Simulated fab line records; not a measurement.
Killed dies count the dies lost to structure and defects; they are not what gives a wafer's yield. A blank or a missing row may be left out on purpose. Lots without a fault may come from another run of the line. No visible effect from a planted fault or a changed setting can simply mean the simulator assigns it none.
Which of the tools did it? + flow gf180mcu + 18 wafers from 6 lots sampled at 3 of the route's 602 steps

## WHAT THE GAUGES SHOWED, per wafer
GF_MIM_THK_MEAS_11: measures by xrf.
| lot  | measured     | on            | MIM_ALCU_THK (nm) |
|------|--------------|---------------|-------------------|
| L442 | day 24 20:58 | film metro-02 | 206.0 202.7 204.4 |
| L452 | day 28 17:17 | film metro-01 | 202.7 201.2 203.4 |
| L455 | day 29 12:16 | film metro-02 | 205.7 205.9 206.2 |
| L459 | day 30 04:58 | film metro-02 | 205.3 204.7 205.5 |
| L462 | day 31 01:37 | film metro-01 | 205.8 206.5 202.4 |
| L464 | day 31 11:54 | film metro-01 | 204.9 205.1 202.8 |

## WHICH TOOL RAN EACH LOT (tool, then ch and the chambers of the sampled wafers, then the start)
| lot  | GF_V3_SPUTTER_22             | GF_V4_SPUTTER_22             |
|------|------------------------------|------------------------------|
| L442 | pvd sputter-03, day 22 19:55 | pvd sputter-03, day 24 19:47 |
| L452 | pvd sputter-01, day 26 22:09 | pvd sputter-02, day 28 16:05 |
| L455 | pvd sputter-03, day 27 17:43 | pvd sputter-01, day 29 11:06 |
| L459 | pvd sputter-03, day 28 10:37 | pvd sputter-03, day 30 03:46 |
| L462 | pvd sputter-01, day 29 09:13 | pvd sputter-02, day 31 00:26 |
| L464 | pvd sputter-01, day 29 19:24 | pvd sputter-01, day 31 10:42 |
- GF_V3_SPUTTER_22: material TiN, target thk 10 nm, time 40 s.
- GF_V4_SPUTTER_22: material TiN, target thk 10 nm, time 40 s.

## THE ANSWER, worked out from the rows above alone
Rule: what is usual is taken from the lots themselves. Put in order of their means at a reading, lots are off if they are a third of the lots or fewer, leave a main group of 4 or more, and stand apart from it by a gap of 3 or more times the standard deviation of the main group's means; of several such gaps the widest counts. A main group is skipped when, at the precision printed for the reading in the tables above, its means are all equal. Also off: a lot with no number at a reading for which 4 or more lots have one. Any other lot the step has rows for is counted as sound.
Off: L452, at GF_MIM_THK_MEAS_11 (MIM_ALCU_THK). Mean 204.9 nm and standard deviation 0.6 in the main group.
A tool fits if, at a process step before that reading, it ran every lot that is off, and no sound lot after the first of them. The gauges at GF_MIM_THK_MEAS_11 are tried like those tools. Of those tried, none fits.

## WHAT WAS PUT IN BY THE SIMULATOR
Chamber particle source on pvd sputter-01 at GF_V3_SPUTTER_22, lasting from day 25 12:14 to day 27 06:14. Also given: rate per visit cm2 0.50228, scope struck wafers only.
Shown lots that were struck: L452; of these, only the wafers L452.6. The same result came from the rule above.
